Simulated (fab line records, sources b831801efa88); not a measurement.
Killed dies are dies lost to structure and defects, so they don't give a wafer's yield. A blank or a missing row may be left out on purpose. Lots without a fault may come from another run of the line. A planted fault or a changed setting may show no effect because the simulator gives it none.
fab line records | flow sky130 | part 2 of 2: steps 30 to 40 of 40
record lots=5 wafers=15 last_day=50
route steps=708 shown METAL1@439 VIA1@458
lots that met no fault: from a run of the same line without faults
start_h: hours from the record's first day to the start of the lot's first wafer shown | wait_h: hours since the lot's step before | " the same as in the row above | L1.1+2: a row that stands for several wafers | - no value, or no start given | * or withheld: withheld | < > ~ a bound
route shown NAME@n: a module of which the file shows steps, and the number in the route of the first | usual: mean/standard deviation of fault-free wafers | same: alike in all rows | chamber/n: place in a boat | sites: the reading at each site | _std_site: their standard deviation | _edge_site: outer sites' mean less inner sites' | radius_mm: how far each site lies from the wafer's centre | mask NAME#n: copy n | behind: the tool/chamber that last shaped the wafer | hold: why the lot was held/for how many hours/how that ended | device: the transistor (n, p or np) that didn't switch | end of line: the same wafers' tests at the end of the route | a step without rows: its recipe alone | killed: dies lost to structure and defects at the first sort, not the wafer's yield | map: a wafer's dies, x killed, . not, _ none there
set.NAME: the setting as run; set.NAME@STEP: as run at that earlier step | model.NAME: the simulator's own value behind a step, which no gauge read
lots at some steps of the route; a table a step, a row a wafer
services: from which hour (start_h, from the record's first day; less than 0 if before it) a tool's chamber was out of use, for how many hours, and why
## steps
# step SKY_VIA1_PEB_10
# recipe peb_temp_c=withheld peb_time_s=withheld resist=KrF-thick
# columns lot.wafer tool chamber start_h wait_h
L076.1+2+6 litho_track-03 0 - -
L086.2+5+6 litho_track-03 0 - -
L090.1+4+5 litho_track-03 0 - -
L096.1+2+4 litho_track-03 0 - -
L097.2+3+5 litho_track-04 0 - -
# step SKY_VIA1_DEVELOP_11
# recipe develop_time_s=60 resist=KrF-thick dev_temp_c=21
# columns lot.wafer tool chamber start_h wait_h
L076.1+2+6 litho_track-03 0 - -
L086.2+5+6 litho_track-03 0 - -
L090.1+4+5 litho_track-03 0 - -
L096.1+2+4 litho_track-03 0 - -
L097.2+3+5 litho_track-04 0 - -
# step SKY_VIA1_CD_MEAS_12
# recipe target_cd_nm=150
# usual cd_nm=149.6/1.4
# columns lot.wafer tool chamber start_h wait_h cd_nm
L076.1 cd_sem-01 - 798.17 - 149.3
L076.2 " - " " 149.6
L076.6 " - " " 148.4
L086.2 cd_sem-02 - 936.39 - 150.6
L086.5 " - " " 149.5
L086.6 " - " " 150.3
L090.1 cd_sem-02 - 937.62 - 150.9
L090.4 " - " " 151.3
L090.5 " - " " 150.3
L096.1 cd_sem-01 - 945.77 - 151.6
L096.2 " - " " 149.7
L096.4 " - " " 149.6
L097.2 cd_sem-01 - 952.46 - 150.0
L097.3 " - " " 149.5
L097.5 " - " " 149.4
# step SKY_VIA1_OVL_MEAS_13
# usual VIA1_OVL=-2/4.9
# columns lot.wafer tool chamber start_h wait_h VIA1_OVL[nm]
L076.1 overlay-01 - 798.29 0.1 1
L076.2 " - " " 7
L076.6 " - " " 6
L086.2 overlay-01 - 936.50 0.1 3
L086.5 " - " " -7
L086.6 " - " " 4
L090.1 overlay-02 - 937.75 0.1 -7
L090.4 " - " " -6
L090.5 " - " " -4
L096.1 overlay-01 - 945.89 0.1 -9
L096.2 " - " " -4
L096.4 " - " " -3
L097.2 overlay-02 - 952.57 0.1 5
L097.3 " - " " -2
L097.5 " - " " 7
# step SKY_VIA1_ETCH_14
# recipe chemistry=N2/H2 target=BARC ion_energy_ev=200 source_w=500 bias_w=100 pressure_mtorr=30 n2_flow_sccm=100 h2_flow_sccm=200 stop_on=SiO2 time_s=45.9 target_depth_a=600
# usual drypump_motor_current_A=5.6/0.47 n2_flow_sccm=99.96/0.3 oes_product_au=0.856/0.005 throttle_valve_pct=13.224/0.0091
# columns lot.wafer tool chamber start_h wait_h drypump_motor_current_A n2_flow_sccm oes_product_au rf_hours_counter_h throttle_valve_pct
L076.1 rie_diel-03 1 798.33 0.0 6.1 99.73 0.862 12 13.231
L076.2 " 2 " " 5.5 99.99 0.856 7 13.229
L076.6 " 0 " " 5.1 99.57 0.860 - 13.213
L086.2 rie_diel-03 2 936.53 0.0 5.5 99.95 0.851 12 13.221
L086.5 " 1 " " 6.1 99.97 0.849 - 13.223
L086.6 " 0 " " 5.1 100.11 0.845 - 13.217
L090.1 rie_diel-04 3 937.79 0.0 4.8 99.98 0.852 8 13.220
L090.4 " 1 " " 5.1 100.02 0.856 10 13.226
L090.5 " 1 " " 5.1 100.16 0.859 - 13.223
L096.1 rie_diel-04 1 945.93 0.0 5.1 100.32 0.856 10 13.222
L096.2 " 2 " " 5.5 99.69 0.860 4 13.225
L096.4 " 0 " " 6.3 99.83 0.854 20 13.217
L097.2 rie_diel-02 0 952.60 0.0 5.2 99.61 0.853 12 13.235
L097.3 " 1 " " 6.2 99.92 0.840 9 13.220
L097.5 " 0 " " 5.2 99.83 0.857 - 13.217
# step SKY_VIA1_ETCH_15
# recipe target=SiO2 chemistry=C4F8/O2/Ar target_depth_nm=351 stop_on=TiN mask_material=KrF-thick source_w=1500 bias_w=1200 pressure_mtorr=40 c4f8_flow_sccm=withheld O2_flow_sccm=6 Ar_flow_sccm=300 time_s=54
# usual oes_product_au=0.983/0.005
# columns lot.wafer tool chamber start_h wait_h oes_product_au rf_hours_counter_h
L076.1 rie_diel-03 1 798.37 0.0 0.977 12
L076.2 " 2 " " 0.991 7
L076.6 " 0 " " 0.975 -
L086.2 rie_diel-03 2 936.57 0.0 0.984 12
L086.5 " 1 " " 0.985 -
L086.6 " 0 " " 0.987 -
L090.1 rie_diel-04 3 937.83 0.0 0.980 8
L090.4 " 1 " " 0.991 10
L090.5 " 1 " " 0.979 -
L096.1 rie_diel-04 1 945.97 0.0 0.988 10
L096.2 " 2 " " 0.990 4
L096.4 " 0 " " 0.983 20
L097.2 rie_diel-02 0 952.64 0.0 0.985 12
L097.3 " 1 " " 0.978 9
L097.5 " 0 " " 0.980 -
# step SKY_VIA1_STRIP_16
# recipe chemistry=O2/N2 power_w=1400 pressure_mtorr=1500 platen_temp_c=withheld o2_flow_sccm=3000 n2_flow_sccm=300 overash_fraction=0.5
# usual drypump_motor_current_A=5.60/0.26 n2_flow_sccm=299.9/0.9 oes_product_au=0.415/0.005 strip_time_to_endpoint_s=4.466/0.022
# columns lot.wafer tool chamber start_h wait_h drypump_motor_current_A n2_flow_sccm oes_product_au rf_hours_counter_h strip_time_to_endpoint_s
L076.1 plasma_asher-02 1 798.42 0.0 5.86 297.6 0.412 6 4.474
L076.2 " 0 " " 5.98 298.7 0.416 6 4.453
L076.6 " 1 " " 5.84 297.8 0.418 - 4.464
L086.2 plasma_asher-02 1 936.62 0.0 5.82 299.9 0.413 19 4.408
L086.5 " 0 " " 5.98 300.5 0.408 - 4.434
L086.6 " 1 " " 5.85 298.9 0.400 - 4.427
L090.1 plasma_asher-03 0 937.87 0.0 5.22 299.8 0.416 82 4.471
L090.4 " 1 " " 5.45 299.5 0.416 - 4.479
L090.5 " 1 " " 5.45 298.2 0.421 - 4.477
L096.1 plasma_asher-04 0 946.02 0.0 5.41 300.3 0.423 48 4.475
L096.2 " 1 " " 5.62 299.8 0.416 48 4.501
L096.4 " 0 " " 5.42 300.1 0.423 - 4.471
L097.2 plasma_asher-02 0 952.69 0.0 5.96 301.5 0.414 21 4.497
L097.3 " 1 " " 5.82 298.6 0.428 - 4.472
L097.5 " 1 " " 5.80 300.2 0.417 - 4.474
# step SKY_VIA1_STRIP_17
# recipe chemistry=post_etch_residue_remover time_s=1200 temp_c=72.5
# columns lot.wafer tool chamber start_h wait_h
L076.1+2+6 wet_bench-02 1 798.52 0.1
L086.2+5+6 wet_bench-04 1 936.72 0.1
L090.1+4+5 wet_bench-01 0 937.97 0.1
L096.1+2+4 wet_bench-04 0 946.12 0.1
L097.2+3+5 wet_bench-02 0 952.79 0.1
# step SKY_VIA1_CLEAN_18
# recipe chemistry=IPA time_s=180 temp_c=25
# columns lot.wafer tool chamber start_h wait_h
L076.1+2+6 wet_bench-04 2 798.86 0.0
L086.2+5+6 wet_bench-02 3 937.06 0.0
L090.1+4+5 wet_bench-04 2 938.32 0.0
L096.1+2+4 wet_bench-02 0 946.46 0.0
L097.2+3+5 wet_bench-04 2 953.13 0.0
# step SKY_VIA1_CLEAN_19
# recipe chemistry=O3/DIW dry=n2_spin
# columns lot.wafer tool chamber start_h wait_h
L076.1+2+6 wet_bench-01 1 798.99 0.0
L086.2+5+6 wet_bench-04 3 937.12 0.0
L090.1+4+5 wet_bench-02 3 938.37 0.0
L096.1+2+4 wet_bench-04 3 946.52 0.0
L097.2+3+5 wet_bench-02 0 953.19 0.0
# step SKY_VIA1_SPUTTER_20
# recipe material=TiN target_thk_nm=20 chamber_pressure_pa=5 power_w=4000 time_s=80
# usual throttle_valve_pct=31.0/1.3
# columns lot.wafer tool chamber start_h wait_h throttle_valve_pct
L076.1 pvd_sputter-04 - 799.09 0.0 33.9
L076.2 " - " " 30.8
L076.6 " - " " 30.8
L086.2 pvd_sputter-04 - 937.21 0.0 33.6
L086.5 " - " " 31.5
L086.6 " - " " 30.8
L090.1 pvd_sputter-04 - 938.47 0.0 34.1
L090.4 " - " " 30.9
L090.5 " - " " 30.5
L096.1 pvd_sputter-01 - 946.61 0.0 29.8
L096.2 " - " " 28.9
L096.4 " - " " 31.5
L097.2 pvd_sputter-02 - 953.29 0.0 30.7
L097.3 " - " " 31.8
L097.5 " - " " 31.5
## services
# columns tool chamber start_h hours kind
hdpcvd-02 0 736.28 22.4 repair
rie_diel-04 - 754.14 2.8 pm
krf_scanner-02 - 773.14 1.0 pm
rie_metal-02 1 776.31 2.2 repair
krf_scanner-02 - 778.23 4.4 repair
rie_diel-04 1 780.45 3.3 repair
rie_diel-03 2 782.00 10.5 repair
rie_diel-04 0 808.41 11.9 repair
rie_metal-03 0 823.52 9.1 repair
rie_metal-03 - 832.23 2.8 pm
rie_diel-04 2 832.78 9.3 repair
rie_diel-03 0 840.06 16.5 repair
rie_metal-03 0 846.88 17.2 repair
rie_diel-03 3 849.55 5.9 repair
rie_metal-02 - 852.24 1.1 repair
rie_diel-04 0 869.94 2.4 repair
rie_diel-04 2 871.47 5.7 repair
hdpcvd-02 - 879.38 2.8 pm
krf_scanner-02 - 880.86 1.3 pm
rie_diel-03 3 886.99 5.5 repair
rie_diel-04 0 890.06 1.3 repair
krf_scanner-02 - 901.47 0.8 pm
wet_bench-01 - 917.68 2.5 repair
krf_scanner-02 - 942.14 1.0 pm
